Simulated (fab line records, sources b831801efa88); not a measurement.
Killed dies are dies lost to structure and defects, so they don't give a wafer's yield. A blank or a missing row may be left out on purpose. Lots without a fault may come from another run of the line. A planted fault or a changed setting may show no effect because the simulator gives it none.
Problem report in the 8D (eight disciplines) form, filled by code | flow gf180mcu | the parts of the form that need people (team, actions taken, sign-off) are left out

1. THE PROBLEM
rotation_deg at GF_HV_LDD_IMPLANT_35 reads a mean of 274.93 degrees on 6 wafers of 2 lots; wafers without a fault read 180.00 degrees with a standard deviation of 0.042. That is +99 or more standard deviations from the usual mean.
First seen on wafer L218.1, day 17 19:41, on implanter-01. The record holds 18 wafers of 6 lots with a number at this step. Rule for "out", or "out of limits": more than 4 standard deviations from the usual mean. The other wafers with a number count as sound.

2. WHAT IT IS AND WHAT IT IS NOT
question                    | is                     | is not
which readings at this step | rotation_deg           | end_station_pressure_torr
which lots                  | L218, L221             | L204, L206, L207, L220
which wafers of those lots  | all that have a number | -
read on which tools         | implanter-01           | implanter-04
when                        | from day 17 19:41      | up to then (9 sound wafers); but 3 sound wafers of L220 came after

3. SUSPECTS, AND WHAT RULES EACH OUT
Counting: a tool at a process step up to the reading stays a suspect if it ran every lot that is out and no sound lot after the first of them.
- implanter-01 at GF_HV_LDD_IMPLANT_35: kept. It ran every lot that is out, first L218 (day 17 19:41), and no sound lot after that; its last sound lot up to then is L207 (day 14 00:47). Its own readings are out on those wafers: rotation_deg.
Left after counting: implanter-01 at GF_HV_LDD_IMPLANT_35.

4. THE CAUSE (what the simulator had put in)
Process parameter drift: implanter-01, from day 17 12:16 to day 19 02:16, at GF_HV_LDD_IMPLANT_35. Setting rotation_deg, moved by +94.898, from 180. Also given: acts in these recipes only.
Counting left only this tool.

5. THE CHAIN OF EFFECTS, in route order
Each row: a reading whose mean over the struck wafers that have a number lies more than 3 standard deviations from the usual. Only readings for which the record gives a usual standard deviation are gone through. hours: the time from each lot's start at the first step in this table that gives one to its start at this step, as a median over the lots. sigmas: the change in usual standard deviations.
hours | step                 | reading      | usual          | on struck wafers | change | sigmas
0     | GF_HV_LDD_IMPLANT_35 | rotation_deg | 180.00 degrees | 274.93           | +94.93 | +99 or more
The process steps in it:
- GF_HV_LDD_IMPLANT_35

6. WHAT WOULD HAVE CAUGHT IT SOONER
In this record the first reading out of limits was taken at day 17 19:41, 7 hours after the fault began at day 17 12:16.
